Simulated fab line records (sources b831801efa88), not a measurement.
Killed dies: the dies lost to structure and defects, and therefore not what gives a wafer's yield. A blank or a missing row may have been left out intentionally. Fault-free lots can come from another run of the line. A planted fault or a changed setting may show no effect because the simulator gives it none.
Split-lot trial	flow sky130	5 lots, 23 wafers read, on a route of 708 steps

== ABOUT THE SPLIT ==
At SKY_LDD_HVN_IMPLANT_08, the setting energyKev was moved away from the recipe's 60 on 10 of the 23 wafers read, by -5.5% to +4.4%. The other wafers ran this setting at the recipe's value.

== FROM THE SPLIT ON TO THE READING: in between, the file shows 1 step ==
- SKY_LDD_HVN_STRIP_09: strips in O2/N2

== THE READING ==
LDD_HVN_TW, at SKY_LDD_HVN_TW_MEAS_10. Fault-free wafers of this fab line usually give 1423, standard deviation 6.7.

wafer	tool, chamber at the split	energyKev as run	against the recipe	LDD_HVN_TW	against lot-mates on the recipe
L075.1	implanter-04, 0	56.71	-5.5%	1397	-16
L075.2	implanter-04, 0	60	recipe	1411	-
L075.4	implanter-04, 0	60	recipe	1410	-
L075.5	implanter-04, 0	56.71	-5.5%	1394	-19
L075.6	implanter-04, 0	60	recipe	1417	-
L076.2	implanter-04, 0	60	recipe	1428	-
L076.5	implanter-04, 0	60	recipe	1432	-
L076.6	implanter-04, 0	60	recipe	1428	-
L081.1	implanter-04, 0	60	recipe	1411	-
L081.2	implanter-04, 0	57.41	-4.3%	1398	-18
L081.3	implanter-04, 0	57.41	-4.3%	1401	-15
L081.4	implanter-04, 0	60	recipe	1421	-
L081.5	implanter-04, 0	60	recipe	1417	-
L083.1	implanter-04, 0	60	recipe	1420	-
L083.2	implanter-04, 0	60	recipe	1417	-
L083.3	implanter-04, 0	62.62	+4.4%	1432	+14
L083.4	implanter-04, 0	62.62	+4.4%	1435	+16
L083.6	implanter-04, 0	62.62	+4.4%	1442	+24
L085.1	implanter-02, 0	62.26	+3.8%	1442	+8
L085.3	implanter-02, 0	62.26	+3.8%	1445	+12
L085.4	implanter-02, 0	60	recipe	1434	-
L085.5	implanter-02, 0	60	recipe	1433	-
L085.6	implanter-02, 0	62.26	+3.8%	1446	+12

THE FIT
A straight line over all 23 wafers: LDD_HVN_TW changes by +4.71 for each +1% of energyKev; r = +0.89; the points scatter about the line by 7.4.
The same after taking each lot's own level away (the mean of its wafers on the recipe; 23 wafers): +3.5 for each +1%; r = +0.96; scatter 3.2.
That fit puts the effect of the largest move of energyKev on the reading at 19.
The lots' own levels span 1412.7 to 1433.5, that is 3.1 times the standard deviation above.
So the slope is not independent of the lot-to-lot level: the two fits are not the same.
Check: -20 against its lot-mates is what the line predicts for one of the wafers moved furthest among these (-5.5%) when that wafer is left out of the fit. Against them it came out at -15.7.

== OTHER SPLITS ON THESE WAFERS ==
Before the reading, these wafers also passed through other splits. Each is held against what the fit with the lots' levels taken away leaves over:
other split on the same wafers	wafers away from the commonest value	r with LDD_HVN_TW (lot level and that fit taken away)
SKY_SONOS_ONO_CVD_04 timeS	18	+0.22
SKY_SONOS_ONO_COAT_08 resistThkNm	7	-0.19
SKY_SONOS_ONO_ETCH_15 timeS	8	-0.17
SKY_GATE_OXIDE_IMPLANT_11 doseCm2	10	+0.14
SKY_RES_PROTECT_SOFTBAKE_03 tempC	11	-0.22
SKY_POLY_GATE_COAT_07 spinRpm	11	+0.44
SKY_POLY_GATE_EXPOSE_10 doseMj	9	-0.07
SKY_LDD_P_DEVELOP_06 devTempC	9	-0.06
SKY_LDD_HVN_COAT_02 spinRpm	10	-0.32

== THE WHOLE CHAIN: every reading that the file lists as answering this split, in the file's order ==
step	what it does	reading	change (the file's fit)	r (the file's)
SKY_LDD_HVN_IMPLANT_08		implant.rpNm (the simulator's own value, which no gauge read)	+0.573 nm for each +1% of the setting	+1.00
SKY_LDD_HVN_IMPLANT_08		implant.drpNm (the simulator's own value, which no gauge read)	+0.242 nm for each +1% of the setting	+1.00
SKY_LDD_HVN_TW_MEAS_10		LDD_HVN_TW	+3.46 for each +1% of the setting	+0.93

== FILE'S OWN FIT ==
LDD_HVN_TW changes by +3.46 for each +1% of energyKev, r = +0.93.
